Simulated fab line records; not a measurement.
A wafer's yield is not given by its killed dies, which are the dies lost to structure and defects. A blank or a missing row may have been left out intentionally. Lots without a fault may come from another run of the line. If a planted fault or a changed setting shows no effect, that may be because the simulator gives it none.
Matching of chambers + flow gf180mcu + 4 sister chambers for GF_V3_ETCH_16 on rie diel-03
The step etches BARC in N2/H2. 4 wafers are shown with their chamber, then 6 later ones without.

== EACH WAFER AND ITS CHAMBER ==
| wafer  | chamber | drypump motor current A (A) |
|--------|---------|-----------------------------|
| L403.4 | 1       | 5.4                         |
| L408.3 | 2       | 5.6                         |
| L415.1 | 0       | 6.1                         |
| L415.2 | 3       | 6.1                         |

== WAFERS MISSING THEIR CHAMBER ==
| wafer  | drypump motor current A (A) |
|--------|-----------------------------|
| L415.6 | 5.6                         |
| L416.1 | 5.4                         |
| L417.3 | 5.3                         |
| L417.4 | 5.6                         |
| L419.1 | 6.1                         |
| L419.4 | 5.6                         |

== CHAMBER TAKEN BY EACH ==
| wafer  | from the rows above     | in truth |
|--------|-------------------------|----------|
| L415.6 | 2                       | 2        |
| L416.1 | 1                       | 1        |
| L417.3 | 1                       | 1        |
| L417.4 | 2                       | 2        |
| L419.1 | can't be placed: 0 or 3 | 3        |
| L419.4 | 2                       | 2        |
Placed correctly: 5 of 6. These rows do not allow placing 1 (true chamber among the candidates in 1). 0 placed wrongly.
How it was worked out, from the rows above alone: a wafer's distance from a chamber is the root of the sum, over the readings, of the square of ((its reading less the chamber's mean) divided by the reading's scatter). If the next closest chamber is less than 2 further off than the closest, the wafer can't be placed; otherwise it belongs to the closest. Each chamber's mean is taken over the wafers shown for it. The scatter: root of mean squared gap, hidden wafer to nearest shown wafer, with one shown wafer a chamber.
